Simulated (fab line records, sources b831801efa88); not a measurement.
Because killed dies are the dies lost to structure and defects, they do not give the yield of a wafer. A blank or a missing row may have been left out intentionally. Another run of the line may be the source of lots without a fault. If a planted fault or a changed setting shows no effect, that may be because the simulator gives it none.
Matching of chambers | flow gf180mcu | GF_STI_CMP_25 on cmp-01: 4 sister chambers
The step polishes, stops on Si3N4, t overpolish 33 s, target thk 524.6 nm. 4 wafers are shown with their chamber, then 7 later ones without.

## WAFERS, EACH WITH ITS CHAMBER
wafer  | chamber | motor-current-A (A)
L980.1 | 1       | 10.8
L981.5 | 0       | 12.5
L984.6 | 2       | 12.3
L986.1 | 3       | 12.0

## WAFERS WHOSE CHAMBER IS MISSING
wafer  | motor-current-A (A)
L986.2 | 11.4
L986.3 | 13.0
L987.1 | 10.6
L987.3 | 11.5
L987.5 | 13.7
L988.5 | 12.3
L988.6 | 10.6

## WHICH CHAMBER EACH WENT THROUGH
wafer  | from the rows above               | in truth
L986.2 | can't be placed: 1 or 3 or 2 or 0 | 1
L986.3 | can't be placed: 0 or 2 or 3      | 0
L987.1 | 1                                 | 1
L987.3 | can't be placed: 3 or 1 or 2 or 0 | 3
L987.5 | can't be placed: 0 or 2 or 3      | 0
L988.5 | can't be placed: 2 or 0 or 3      | 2
L988.6 | 1                                 | 1
2 of 7 placed correctly. Cannot be placed on the basis of these rows: 5; the candidates contain the true chamber in 5. Number placed wrongly: 0.
How it was worked out, from the rows above alone: a wafer's distance from a chamber is the root of the sum, over the readings, of the square of ((its reading less the chamber's mean) divided by the reading's scatter). The wafer belongs to the nearest chamber; if the next one is less than 2 further off, it can't be placed. Each chamber's mean is taken over the wafers shown for it. The scatter (one wafer shown for each chamber): square how far every hidden wafer sits from the nearest shown wafer, average those squares and take the square root.
